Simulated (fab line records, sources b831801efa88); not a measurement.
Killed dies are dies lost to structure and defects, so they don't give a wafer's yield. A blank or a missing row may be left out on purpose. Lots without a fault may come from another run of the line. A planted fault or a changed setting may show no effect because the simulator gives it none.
Which tool did it? | flow sfq_line | 14 lots, 42 wafers sampled, at 5 steps of a route of 325

WHAT THE GAUGES READ, wafer by wafer
SFQ_JJ_OVL_MEAS_931. Usual: J5_OVL -4 nm, standard deviation 6.9.
lot  | measured     | on         | J5_OVL (nm) | flag
L596 | day 50 09:25 | overlay-02 | -3 -9 -1    |
L597 | day 52 01:34 | overlay-01 | -7 -1 -6    |
L599 | day 52 03:58 | overlay-01 | -5 -16 -8   |
L600 | day 52 05:10 | overlay-01 | 3 12 8      |
L601 | day 52 07:34 | overlay-01 | -8 -10 -11  |
L610 | day 58 03:27 | overlay-01 | -11 -13 -11 |
L611 | day 58 15:22 | overlay-02 | 6 10 6      |
L612 | day 59 01:29 | overlay-02 | -8 -15 -11  |
L613 | day 59 09:08 | overlay-01 | -1 -3 -3    |
L614 | day 59 12:15 | overlay-02 | -1 -2 -2    |
L615 | day 59 20:05 | overlay-01 | -12 -6 -12  |
L616 | day 59 23:11 | overlay-02 | -6 -7 -3    |
L618 | day 60 08:56 | overlay-01 | 3 7 4       |
L619 | day 60 12:32 | overlay-01 | 2 3 1       |

SFQ_M6_RS_MEAS_938: measures by four-point-probe. Usual: M6_NB_RS 0.894 ohm/sq, standard deviation 0.01.
lot  | measured     | on            | M6_NB_RS (ohm/sq)                   | flag
L596 | day 65 08:56 | film_metro-02 | 0.881 0.881 0.885                   |
L597 | day 70 12:29 | film_metro-01 | 0.916 0.891 0.903                   |
L599 | day 70 17:15 | film_metro-02 | 0.896 0.878 0.884                   |
L600 | day 70 20:53 | film_metro-03 | 0.914 0.913 0.915                   |
L601 | day 70 23:16 | film_metro-03 | 0.895 0.885 0.896                   |
L610 | day 72 01:10 | film_metro-03 | 0.871 0.869 0.886                   |
L611 | day 72 08:21 | film_metro-01 | 0.895 0.897 0.885                   |
L612 | day 72 16:50 | film_metro-03 | 1.860 1.839 0.893 1.863 1.838 0.894 | OFF
L613 | day 72 22:46 | film_metro-03 | 0.885 1.806 0.896 0.886 1.806 0.894 | OFF
L614 | day 73 04:44 | film_metro-03 | 0.892 0.893 0.901                   |
L615 | day 73 09:56 | film_metro-01 | 0.887 0.885 0.894                   |
L616 | day 73 12:20 | film_metro-03 | 0.889 0.890 0.886                   |
L618 | day 73 17:16 | film_metro-01 | 0.894 0.897 0.897                   |
L619 | day 73 18:27 | film_metro-03 | 0.910 0.899 0.921                   |

WHICH TOOL RAN EACH LOT (tool, then ch and the chambers of the sampled wafers, then the start)
lot  | SFQ_TRILAYER_I5_STRIP_STRIP_148   | SFQ_TRILAYER_C5_STRIP_STRIP_155   | SFQ_TRILAYER_M6_DEP_SPUTTER_157
L596 | rie_metal-01 ch 0, day 64 22:01   | rie_metal-01 ch 0,1, day 65 08:02 | pvd_sputter-05, day 65 08:50
L597 | rie_metal-02 ch 0,1, day 66 08:28 | rie_metal-03 ch 0,1, day 70 11:45 | pvd_sputter-06, day 70 12:22
L599 | rie_metal-02 ch 0,1, day 66 11:52 | rie_metal-02 ch 0,1, day 70 16:21 | pvd_sputter-03, day 70 17:10
L600 | rie_metal-01 ch 0,1, day 66 14:16 | rie_metal-02 ch 0, day 70 19:57   | pvd_sputter-05, day 70 20:46
L601 | rie_metal-02 ch 0,1, day 66 15:28 | rie_metal-03 ch 0,1, day 70 22:21 | pvd_sputter-06, day 70 23:10
L610 | rie_metal-01 ch 0,1, day 67 21:35 | rie_metal-03 ch 0,1, day 72 00:14 | pvd_sputter-03, day 72 01:04
L611 | rie_metal-02 ch 0,1, day 68 03:35 | rie_metal-01 ch 0,1, day 72 07:26 | pvd_sputter-05, day 72 08:16
L612 | rie_metal-02 ch 0,1, day 68 09:47 | rie_metal-03 ch 0,1, day 72 16:02 | pvd_sputter-05, day 72 16:43
L613 | rie_metal-02 ch 1, day 68 15:35   | rie_metal-02 ch 0,1, day 72 21:50 | pvd_sputter-05, day 72 22:40
L614 | rie_metal-04 ch 0,1, day 68 17:59 | rie_metal-01 ch 0,1, day 73 03:50 | pvd_sputter-06, day 73 04:38
L615 | rie_metal-04 ch 0,1, day 68 21:35 | rie_metal-03 ch 0,1, day 73 09:01 | pvd_sputter-03, day 73 09:50
L616 | rie_metal-02 ch 0, day 68 23:59   | rie_metal-02 ch 1, day 73 11:25   | pvd_sputter-06, day 73 12:14
L618 | rie_metal-01 ch 0,1, day 69 04:47 | rie_metal-02 ch 0,1, day 73 16:20 | pvd_sputter-03, day 73 17:10
L619 | rie_metal-04 ch 0,1, day 69 10:47 | rie_metal-03 ch 1, day 73 17:32   | pvd_sputter-06, day 73 18:20
- SFQ_TRILAYER_I5_STRIP_STRIP_148: strips in O2.
- SFQ_TRILAYER_C5_STRIP_STRIP_155: strips in O2.
- SFQ_TRILAYER_M6_DEP_SPUTTER_157: material Nb, target thk 200 nm, time 133.3 s.

WHAT THE TOOLS THEMSELVES READ (means of the sampled wafers that have a number; where no wafer has one, the mark that the record gives instead)
SFQ_TRILAYER_I5_STRIP_STRIP_148. Usual: drypump_motor_current_A 5.6 A, standard deviation 0.58; oes_product_au 1.002 a.u., standard deviation 0.0094.
lot  | tool         | drypump_motor_current_A (A) | oes_product_au (a.u.) | flag
L596 | rie_metal-01 | 5.1                         | 0.992                 |
L597 | rie_metal-02 | 5.5                         | 1.007                 |
L599 | rie_metal-02 | 5.2                         | 1.013                 |
L600 | rie_metal-01 | 6.2                         | 1.003                 |
L601 | rie_metal-02 | 5.5                         | 1.007                 |
L610 | rie_metal-01 | 5.6                         | 1.000                 |
L611 | rie_metal-02 | 5.5                         | 1.002                 |
L612 | rie_metal-02 | 5.5                         | 0.997                 |
L613 | rie_metal-02 | 5.7                         | 0.995                 |
L614 | rie_metal-04 | 5.8                         | 1.009                 |
L615 | rie_metal-04 | 5.8                         | 1.005                 |
L616 | rie_metal-02 | 5.0                         | 0.993                 |
L618 | rie_metal-01 | 5.6                         | 1.002                 |
L619 | rie_metal-04 | 5.8                         | 1.012                 |

SFQ_TRILAYER_C5_STRIP_STRIP_155. Usual: drypump_motor_current_A 5.4 A, standard deviation 0.49; oes_product_au 1.000 a.u., standard deviation 0.008.
lot  | tool         | drypump_motor_current_A (A) | oes_product_au (a.u.) | flag
L596 | rie_metal-01 | 6.2                         | 1.001                 |
L597 | rie_metal-03 | 5.2                         | 0.997                 |
L599 | rie_metal-02 | 5.2                         | 0.992                 |
L600 | rie_metal-02 | 5.0                         | 0.992                 |
L601 | rie_metal-03 | 5.2                         | 0.994                 |
L610 | rie_metal-03 | 5.2                         | 1.004                 |
L611 | rie_metal-01 | 6.1                         | 0.999                 |
L612 | rie_metal-03 | 5.2                         | 1.008                 |
L613 | rie_metal-02 | 5.2                         | 0.991                 |
L614 | rie_metal-01 | 5.6                         | 0.999                 |
L615 | rie_metal-03 | 5.2                         | 0.996                 |
L616 | rie_metal-02 | 5.7                         | 1.004                 |
L618 | rie_metal-02 | 5.3                         | 1.000                 |
L619 | rie_metal-03 | 5.2                         | 1.001                 |

SFQ_TRILAYER_M6_DEP_SPUTTER_157. Usual: chamber_pressure_pa 0.13331 Pa, standard deviation 0.00027; throttle_valve_pct 30.4 %, standard deviation 0.98.
lot  | tool           | chamber_pressure_pa (Pa) | throttle_valve_pct (%) | flag
L596 | pvd_sputter-05 | 0.13306                  | 30.1                   |
L597 | pvd_sputter-06 | 0.13359                  | 30.5                   |
L599 | pvd_sputter-03 | 0.13358                  | 29.5                   |
L600 | pvd_sputter-05 | 0.13338                  | 30.1                   |
L601 | pvd_sputter-06 | 0.13347                  | 31.7                   |
L610 | pvd_sputter-03 | 0.13323                  | 29.6                   |
L611 | pvd_sputter-05 | 0.13304                  | 30.6                   |
L612 | pvd_sputter-05 | 0.13358                  | 30.6                   |
L613 | pvd_sputter-05 | 0.13321                  | 30.5                   |
L614 | pvd_sputter-06 | 0.13350                  | 30.7                   |
L615 | pvd_sputter-03 | 0.13344                  | 29.0                   |
L616 | pvd_sputter-06 | 0.13308                  | 31.4                   |
L618 | pvd_sputter-03 | 0.13340                  | 30.1                   |
L619 | pvd_sputter-06 | 0.13352                  | 30.8                   |

THE ANSWER, worked out from the rows above alone
Rule: a lot is off if the mean of its wafers that have a number lies more than 3 standard deviations from the usual mean. A lot without any number at a reading at which 4 lots or more have one is off too. The other lots that the step has rows for count as sound. The gauges are gone through in route order, then the tools' own readings, and for those a lot's mean is taken as printed above. The first step at which some lot is off is used, and at that step the reading that is off furthest; a lot without a number counts as furthest.
Off: L612, L613, at SFQ_M6_RS_MEAS_938 (M6_NB_RS).
A tool fits if, at a process step before that reading, it ran every lot that is off, and no sound lot after the first of them. The gauges at SFQ_M6_RS_MEAS_938 are tried like those tools. One fits: pvd_sputter-05 at SFQ_TRILAYER_M6_DEP_SPUTTER_157. Its last sound lot is L611 (day 72 08:16), its first lot that is off L612 (day 72 16:43): a fault that began between those two fits.

WHAT THE SIMULATOR HAD PUT IN
Process parameter drift: pvd_sputter-05, from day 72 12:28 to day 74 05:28, at SFQ_TRILAYER_M6_DEP_SPUTTER_157. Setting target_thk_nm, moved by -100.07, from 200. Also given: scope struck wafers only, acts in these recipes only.
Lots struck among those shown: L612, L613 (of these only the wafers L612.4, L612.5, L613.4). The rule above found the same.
